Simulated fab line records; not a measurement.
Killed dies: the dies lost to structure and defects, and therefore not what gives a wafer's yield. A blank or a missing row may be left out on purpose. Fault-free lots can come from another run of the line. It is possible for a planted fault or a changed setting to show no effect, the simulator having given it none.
Problem report in the 8D (eight disciplines) form, filled by code || flow sky130 || the parts of the form that need people (team, actions taken, sign-off) are left out

1. THE PROBLEM
Mean of plate temp C at SKY_CONTACT_SOFTBAKE_10: 103.06 C across 6 wafers in 2 lots; on wafers with no fault it is 99.99 C (standard deviation 0.13). That puts it +24 standard deviations away from the usual mean.
The step: time 90 s.
First seen on wafer L927.4, day 34 08:00, on litho track-01. At this step, 39 wafers from 13 lots have a number in the record. Rule for "out" (also "out of limits"): further than 4 standard deviations from the usual mean. The rest of the wafers with a number are treated as sound.

2. WHAT IT IS AND WHAT IT IS NOT
{"question": "which readings at this step", "is": "plate temp C, heater power total W", "is not": "-"}
{"question": "which lots", "is": "L927, L928", "is not": "L917, L918, L919, L920, L922, L932, L934, L936, L937, L938, L939"}
{"question": "which wafers of those lots", "is": "all that have a number", "is not": "-"}
{"question": "read on which tools", "is": "litho track-01", "is not": "litho track-02, litho track-03"}
{"question": "when", "is": "from day 34 08:00", "is not": "up to then (15 sound wafers); but 18 sound wafers of L932, L934, L936, L937, L938, L939 came after"}

3. WHAT RULES OUT EACH SUSPECT
Counting: a tool stays on the suspect list if, at a process step up to the reading, it processed all lots that are out and no sound lot following the first of them.
- litho track-01 at SKY_CONTACT_SOFTBAKE_10 (time 90 s): kept. It ran every lot that is out, first L927 (day 34 08:00), and no sound lot after that; its last sound lot up to then is L922 (day 32 19:00). Out on those wafers are its own readings of heater power total W, plate temp C.
After counting, what remains is litho track-01 at SKY_CONTACT_SOFTBAKE_10.

4. THE CAUSE (what the simulator had put in)
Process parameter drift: litho track-01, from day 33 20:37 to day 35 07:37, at SKY_CONTACT_SOFTBAKE_10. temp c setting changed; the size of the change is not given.
The count eliminated every tool but this one.

5. SEQUENCE OF EFFECTS, ordered by route
One row per reading whose mean, taken over the struck wafers that have a number, lies over 3 standard deviations from the usual. Only readings whose record carries a usual standard deviation are examined. hours: median over the lots of the time between each lot's start at the first step of this table that gives one and its start at this step. sigmas: the change, counted in usual standard deviations.
{"hours": 0, "step": "SKY_CONTACT_SOFTBAKE_10", "reading": "heater power total W", "usual": "57.36 W", "on struck wafers": 59.87, "change": "+2.51", "sigmas": "+23"}
{"hours": 0, "step": "SKY_CONTACT_SOFTBAKE_10", "reading": "plate temp C", "usual": "99.99 C", "on struck wafers": 103.06, "change": "+3.07", "sigmas": "+24"}
The process steps in it:
- SKY_CONTACT_SOFTBAKE_10: time 90 s.

6. HOW IT WOULD HAVE BEEN CAUGHT EARLIER
11 hours passed between the start of the fault at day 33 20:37 and the first reading out of limits in this record, taken at day 34 08:00.
